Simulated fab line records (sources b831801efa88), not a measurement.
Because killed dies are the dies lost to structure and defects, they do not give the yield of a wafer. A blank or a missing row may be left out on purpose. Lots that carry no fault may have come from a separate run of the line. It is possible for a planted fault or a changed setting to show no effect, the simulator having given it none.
The tool behind it: which one? || flow gf180mcu || 39 wafers from 13 lots sampled at 5 of the route's 602 steps

== WHAT THE GAUGES SHOWED, per wafer ==
GF_STI_BOW_MEAS_00. Usual: INCOMING_BOW gives 1 um (standard deviation 6.5).
{"lot": "L697", "measured": "day 1 15:01", "on": "film-metro-03", "INCOMING_BOW (um)": "5 1 0", "flag": ""}
{"lot": "L698", "measured": "day 1 20:00", "on": "film-metro-02", "INCOMING_BOW (um)": "-4 4 4", "flag": ""}
{"lot": "L699", "measured": "day 2 01:00", "on": "film-metro-04", "INCOMING_BOW (um)": "-5 7 7", "flag": ""}
{"lot": "L700", "measured": "day 2 06:01", "on": "film-metro-02", "INCOMING_BOW (um)": "-1 -5 7", "flag": ""}
{"lot": "L701", "measured": "day 2 11:02", "on": "film-metro-02", "INCOMING_BOW (um)": "0 2 15", "flag": ""}
{"lot": "L707", "measured": "day 3 17:01", "on": "film-metro-03", "INCOMING_BOW (um)": "0 1 10", "flag": ""}
{"lot": "L708", "measured": "day 3 22:00", "on": "film-metro-02", "INCOMING_BOW (um)": "-11 0 3", "flag": ""}
{"lot": "L710", "measured": "day 4 08:01", "on": "film-metro-04", "INCOMING_BOW (um)": "5 2 2", "flag": ""}
{"lot": "L715", "measured": "day 5 09:00", "on": "film-metro-03", "INCOMING_BOW (um)": "-6 6 -3", "flag": ""}
{"lot": "L716", "measured": "day 5 14:01", "on": "film-metro-03", "INCOMING_BOW (um)": "-16 -11 7", "flag": ""}
{"lot": "L717", "measured": "day 5 19:01", "on": "film-metro-02", "INCOMING_BOW (um)": "-2 -6 -8", "flag": ""}
{"lot": "L718", "measured": "day 6 00:02", "on": "film-metro-02", "INCOMING_BOW (um)": "5 0 9", "flag": ""}
{"lot": "L719", "measured": "day 6 05:00", "on": "film-metro-04", "INCOMING_BOW (um)": "-2 -5 -3", "flag": ""}

GF_SAB_THK_MEAS_01. Usual: SAB_CVD_00_THK gives 50.4 nm (standard deviation 0.71).
{"lot": "L697", "measured": "day 14 06:45", "on": "film-metro-02", "SAB_CVD_00_THK (nm)": "49.6 51.5 50.6", "flag": ""}
{"lot": "L698", "measured": "day 14 18:11", "on": "film-metro-04", "SAB_CVD_00_THK (nm)": "50.2 51.0 50.8", "flag": ""}
{"lot": "L699", "measured": "day 15 00:01", "on": "film-metro-04", "SAB_CVD_00_THK (nm)": "51.4 50.3 51.8", "flag": ""}
{"lot": "L700", "measured": "day 15 06:20", "on": "film-metro-02", "SAB_CVD_00_THK (nm)": "49.1 49.7 50.4", "flag": ""}
{"lot": "L701", "measured": "day 15 13:23", "on": "film-metro-02", "SAB_CVD_00_THK (nm)": "50.5 51.6 50.9", "flag": ""}
{"lot": "L707", "measured": "day 18 07:15", "on": "film-metro-04", "SAB_CVD_00_THK (nm)": "49.4 51.1 51.9", "flag": ""}
{"lot": "L708", "measured": "day 18 13:41", "on": "film-metro-03", "SAB_CVD_00_THK (nm)": "49.0 49.1 49.6", "flag": ""}
{"lot": "L710", "measured": "day 19 08:44", "on": "film-metro-04", "SAB_CVD_00_THK (nm)": "50.0 49.4 50.8", "flag": ""}
{"lot": "L715", "measured": "day 21 03:34", "on": "film-metro-02", "SAB_CVD_00_THK (nm)": "50.6 51.3 52.0", "flag": ""}
{"lot": "L716", "measured": "day 21 13:47", "on": "film-metro-03", "SAB_CVD_00_THK (nm)": "49.9 50.1 51.0", "flag": ""}
{"lot": "L717", "measured": "day 22 01:29", "on": "film-metro-04", "SAB_CVD_00_THK (nm)": "50.2 50.0 51.1", "flag": ""}
{"lot": "L718", "measured": "day 22 01:17", "on": "film-metro-04", "SAB_CVD_00_THK (nm)": "50.5 50.7 51.2", "flag": ""}
{"lot": "L719", "measured": "day 22 23:05", "on": "film-metro-04", "SAB_CVD_00_THK (nm)": "50.6 51.0 51.6", "flag": ""}

== EACH LOT AND THE TOOL THAT RAN IT (in order: tool; ch and the chambers of the sampled wafers; start) ==
{"lot": "L697", "GF_LVPWELL_COAT_02": "litho-track-03 ch 0, day 3 19:49", "GF_LVPWELL_STRIP_10": "plasma-asher-01 ch 0, day 4 02:48", "GF_SAB_CVD_00": "pecvd-04 ch 0,1,2, day 14 06:43"}
{"lot": "L698", "GF_LVPWELL_COAT_02": "litho-track-02 ch 0, day 4 01:46", "GF_LVPWELL_STRIP_10": "plasma-asher-01 ch 0,1, day 4 08:30", "GF_SAB_CVD_00": "pecvd-02 ch 0,2, day 14 18:10"}
{"lot": "L699", "GF_LVPWELL_COAT_02": "litho-track-02 ch 0, day 4 05:55", "GF_LVPWELL_STRIP_10": "plasma-asher-04 ch 0,1, day 4 13:14", "GF_SAB_CVD_00": "pecvd-01 ch 0,1,2, day 14 23:59"}
{"lot": "L700", "GF_LVPWELL_COAT_02": "litho-track-02 ch 0, day 4 11:02", "GF_LVPWELL_STRIP_10": "plasma-asher-04 ch 0,1, day 4 18:05", "GF_SAB_CVD_00": "pecvd-01 ch 0,1, day 15 06:18"}
{"lot": "L701", "GF_LVPWELL_COAT_02": "litho-track-02 ch 0, day 4 14:49", "GF_LVPWELL_STRIP_10": "plasma-asher-04 ch 0,1, day 4 21:51", "GF_SAB_CVD_00": "pecvd-02 ch 1,2, day 15 13:21"}
{"lot": "L707", "GF_LVPWELL_COAT_02": "litho-track-03 ch 0, day 6 08:37", "GF_LVPWELL_STRIP_10": "plasma-asher-01 ch 0,1, day 6 16:49", "GF_SAB_CVD_00": "pecvd-02 ch 0,1, day 18 07:13"}
{"lot": "L708", "GF_LVPWELL_COAT_02": "litho-track-01 ch 0, day 6 13:27", "GF_LVPWELL_STRIP_10": "plasma-asher-04 ch 0,1, day 6 21:14", "GF_SAB_CVD_00": "pecvd-01 ch 1,2, day 18 13:40"}
{"lot": "L710", "GF_LVPWELL_COAT_02": "litho-track-03 ch 0, day 7 00:03", "GF_LVPWELL_STRIP_10": "plasma-asher-04 ch 0, day 7 08:13", "GF_SAB_CVD_00": "pecvd-02 ch 1,2, day 19 08:43"}
{"lot": "L715", "GF_LVPWELL_COAT_02": "litho-track-01 ch 0, day 8 04:24", "GF_LVPWELL_STRIP_10": "plasma-asher-04 ch 0,1, day 8 12:20", "GF_SAB_CVD_00": "pecvd-04 ch 0,2, day 21 03:32"}
{"lot": "L716", "GF_LVPWELL_COAT_02": "litho-track-01 ch 0, day 8 10:58", "GF_LVPWELL_STRIP_10": "plasma-asher-04 ch 0,1, day 8 19:55", "GF_SAB_CVD_00": "pecvd-04 ch 1,2, day 21 13:45"}
{"lot": "L717", "GF_LVPWELL_COAT_02": "litho-track-02 ch 0, day 8 18:59", "GF_LVPWELL_STRIP_10": "plasma-asher-04 ch 0,1, day 9 03:17", "GF_SAB_CVD_00": "pecvd-04 ch 0,2, day 22 01:28"}
{"lot": "L718", "GF_LVPWELL_COAT_02": "litho-track-02 ch 0, day 8 19:40", "GF_LVPWELL_STRIP_10": "plasma-asher-04 ch 0,1, day 9 04:24", "GF_SAB_CVD_00": "pecvd-01 ch 1,2, day 22 01:09"}
{"lot": "L719", "GF_LVPWELL_COAT_02": "litho-track-01 ch 0, day 9 09:33", "GF_LVPWELL_STRIP_10": "plasma-asher-04 ch 0,1, day 9 18:41", "GF_SAB_CVD_00": "pecvd-01 ch 0,1, day 22 23:04"}
- GF_LVPWELL_COAT_02: resist thk 3000 nm.
- GF_LVPWELL_STRIP_10: strips in O2/N2.
- GF_SAB_CVD_00: deposits SiO2 from TEOS, target thk 50 nm, time 4.9302 s.

== AS READ BY THE TOOLS THEMSELVES (means over the sampled wafers that have a number; for cases with no such wafer, the mark the record gives instead) ==
GF_LVPWELL_COAT_02. Usual: 1999.9 rpm for spin-speed-rpm, sd 1.2.
{"lot": "L697", "tool": "litho-track-03", "spin-speed-rpm (rpm)": 2000.6, "flag": ""}
{"lot": "L698", "tool": "litho-track-02", "spin-speed-rpm (rpm)": 1999.0, "flag": ""}
{"lot": "L699", "tool": "litho-track-02", "spin-speed-rpm (rpm)": 1998.3, "flag": ""}
{"lot": "L700", "tool": "litho-track-02", "spin-speed-rpm (rpm)": 1843.6, "flag": "OFF"}
{"lot": "L701", "tool": "litho-track-02", "spin-speed-rpm (rpm)": 1845.0, "flag": "OFF"}
{"lot": "L707", "tool": "litho-track-03", "spin-speed-rpm (rpm)": 2000.5, "flag": ""}
{"lot": "L708", "tool": "litho-track-01", "spin-speed-rpm (rpm)": 2000.1, "flag": ""}
{"lot": "L710", "tool": "litho-track-03", "spin-speed-rpm (rpm)": 1999.5, "flag": ""}
{"lot": "L715", "tool": "litho-track-01", "spin-speed-rpm (rpm)": 1998.5, "flag": ""}
{"lot": "L716", "tool": "litho-track-01", "spin-speed-rpm (rpm)": 2000.2, "flag": ""}
{"lot": "L717", "tool": "litho-track-02", "spin-speed-rpm (rpm)": 1999.5, "flag": ""}
{"lot": "L718", "tool": "litho-track-02", "spin-speed-rpm (rpm)": 1999.4, "flag": ""}
{"lot": "L719", "tool": "litho-track-01", "spin-speed-rpm (rpm)": 2000.5, "flag": ""}

GF_LVPWELL_STRIP_10. Usual: chamber-pressure-mTorr 1500.1 mTorr, standard deviation 1.2; drypump-motor-current-A 5.8 A, standard deviation 0.34; heater-power-w 319 W, standard deviation 36; oes-product-au 0.722 a.u., standard deviation 0.0046; strip-time-to-endpoint-s 37.00 s, standard deviation 0.09.
{"lot": "L697", "tool": "plasma-asher-01", "chamber-pressure-mTorr (mTorr)": 1499.5, "drypump-motor-current-A (A)": 5.7, "heater-power-w (W)": 312, "oes-product-au (a.u.)": 0.718, "strip-time-to-endpoint-s (s)": 36.88, "flag": ""}
{"lot": "L698", "tool": "plasma-asher-01", "chamber-pressure-mTorr (mTorr)": 1500.7, "drypump-motor-current-A (A)": 5.8, "heater-power-w (W)": 327, "oes-product-au (a.u.)": 0.724, "strip-time-to-endpoint-s (s)": 36.99, "flag": ""}
{"lot": "L699", "tool": "plasma-asher-04", "chamber-pressure-mTorr (mTorr)": 1499.5, "drypump-motor-current-A (A)": 6.0, "heater-power-w (W)": 299, "oes-product-au (a.u.)": 0.722, "strip-time-to-endpoint-s (s)": 36.88, "flag": ""}
{"lot": "L700", "tool": "plasma-asher-04", "chamber-pressure-mTorr (mTorr)": 1499.9, "drypump-motor-current-A (A)": 6.0, "heater-power-w (W)": 293, "oes-product-au (a.u.)": 0.725, "strip-time-to-endpoint-s (s)": 38.41, "flag": "OFF"}
{"lot": "L701", "tool": "plasma-asher-04", "chamber-pressure-mTorr (mTorr)": 1500.5, "drypump-motor-current-A (A)": 6.0, "heater-power-w (W)": 298, "oes-product-au (a.u.)": 0.724, "strip-time-to-endpoint-s (s)": 38.45, "flag": "OFF"}
{"lot": "L707", "tool": "plasma-asher-01", "chamber-pressure-mTorr (mTorr)": 1500.4, "drypump-motor-current-A (A)": 5.9, "heater-power-w (W)": 343, "oes-product-au (a.u.)": 0.722, "strip-time-to-endpoint-s (s)": 37.11, "flag": ""}
{"lot": "L708", "tool": "plasma-asher-04", "chamber-pressure-mTorr (mTorr)": 1500.4, "drypump-motor-current-A (A)": 6.0, "heater-power-w (W)": 296, "oes-product-au (a.u.)": 0.721, "strip-time-to-endpoint-s (s)": 36.99, "flag": ""}
{"lot": "L710", "tool": "plasma-asher-04", "chamber-pressure-mTorr (mTorr)": 1501.0, "drypump-motor-current-A (A)": 5.6, "heater-power-w (W)": 346, "oes-product-au (a.u.)": 0.721, "strip-time-to-endpoint-s (s)": 37.08, "flag": ""}
{"lot": "L715", "tool": "plasma-asher-04", "chamber-pressure-mTorr (mTorr)": 1500.1, "drypump-motor-current-A (A)": 6.0, "heater-power-w (W)": 297, "oes-product-au (a.u.)": 0.725, "strip-time-to-endpoint-s (s)": 37.04, "flag": ""}
{"lot": "L716", "tool": "plasma-asher-04", "chamber-pressure-mTorr (mTorr)": 1500.7, "drypump-motor-current-A (A)": 5.8, "heater-power-w (W)": 321, "oes-product-au (a.u.)": 0.718, "strip-time-to-endpoint-s (s)": 36.98, "flag": ""}
{"lot": "L717", "tool": "plasma-asher-04", "chamber-pressure-mTorr (mTorr)": 1499.8, "drypump-motor-current-A (A)": 5.8, "heater-power-w (W)": 322, "oes-product-au (a.u.)": 0.723, "strip-time-to-endpoint-s (s)": 37.06, "flag": ""}
{"lot": "L718", "tool": "plasma-asher-04", "chamber-pressure-mTorr (mTorr)": 1501.4, "drypump-motor-current-A (A)": 5.8, "heater-power-w (W)": 322, "oes-product-au (a.u.)": 0.727, "strip-time-to-endpoint-s (s)": 37.12, "flag": ""}
{"lot": "L719", "tool": "plasma-asher-04", "chamber-pressure-mTorr (mTorr)": 1500.7, "drypump-motor-current-A (A)": 6.0, "heater-power-w (W)": 293, "oes-product-au (a.u.)": 0.724, "strip-time-to-endpoint-s (s)": 37.03, "flag": ""}

GF_SAB_CVD_00. Usual: 617 W for heater-power-w, sd 85.
{"lot": "L697", "tool": "pecvd-04", "heater-power-w (W)": 584, "flag": ""}
{"lot": "L698", "tool": "pecvd-02", "heater-power-w (W)": 652, "flag": ""}
{"lot": "L699", "tool": "pecvd-01", "heater-power-w (W)": 637, "flag": ""}
{"lot": "L700", "tool": "pecvd-01", "heater-power-w (W)": 563, "flag": ""}
{"lot": "L701", "tool": "pecvd-02", "heater-power-w (W)": 561, "flag": ""}
{"lot": "L707", "tool": "pecvd-02", "heater-power-w (W)": 600, "flag": ""}
{"lot": "L708", "tool": "pecvd-01", "heater-power-w (W)": 644, "flag": ""}
{"lot": "L710", "tool": "pecvd-02", "heater-power-w (W)": 607, "flag": ""}
{"lot": "L715", "tool": "pecvd-04", "heater-power-w (W)": 543, "flag": ""}
{"lot": "L716", "tool": "pecvd-04", "heater-power-w (W)": 590, "flag": ""}
{"lot": "L717", "tool": "pecvd-04", "heater-power-w (W)": 535, "flag": ""}
{"lot": "L718", "tool": "pecvd-01", "heater-power-w (W)": 645, "flag": ""}
{"lot": "L719", "tool": "pecvd-01", "heater-power-w (W)": 569, "flag": ""}

== THE ANSWER, worked out from the rows above alone ==
Rule: take the mean of a lot's wafers that have a number; if it is more than 3 standard deviations from the usual mean, the lot is off. A lot without any number at a reading at which 4 lots or more have one is off too. Any other lot the step has rows for is counted as sound. Order of review: gauges by route order, followed by the tools' own readings, for which a lot's mean as printed above is used. The first step at which some lot is off is used, and at that step the reading that is off furthest; a lot without a number counts as furthest.
Off: L700, L701, at GF_LVPWELL_COAT_02 (spin-speed-rpm).
A tool fits if, at that step or a process step before it, it ran every lot that is off, and no sound lot after the first of them. Of those tried, none fits.

== WHAT WAS PUT IN BY THE SIMULATOR ==
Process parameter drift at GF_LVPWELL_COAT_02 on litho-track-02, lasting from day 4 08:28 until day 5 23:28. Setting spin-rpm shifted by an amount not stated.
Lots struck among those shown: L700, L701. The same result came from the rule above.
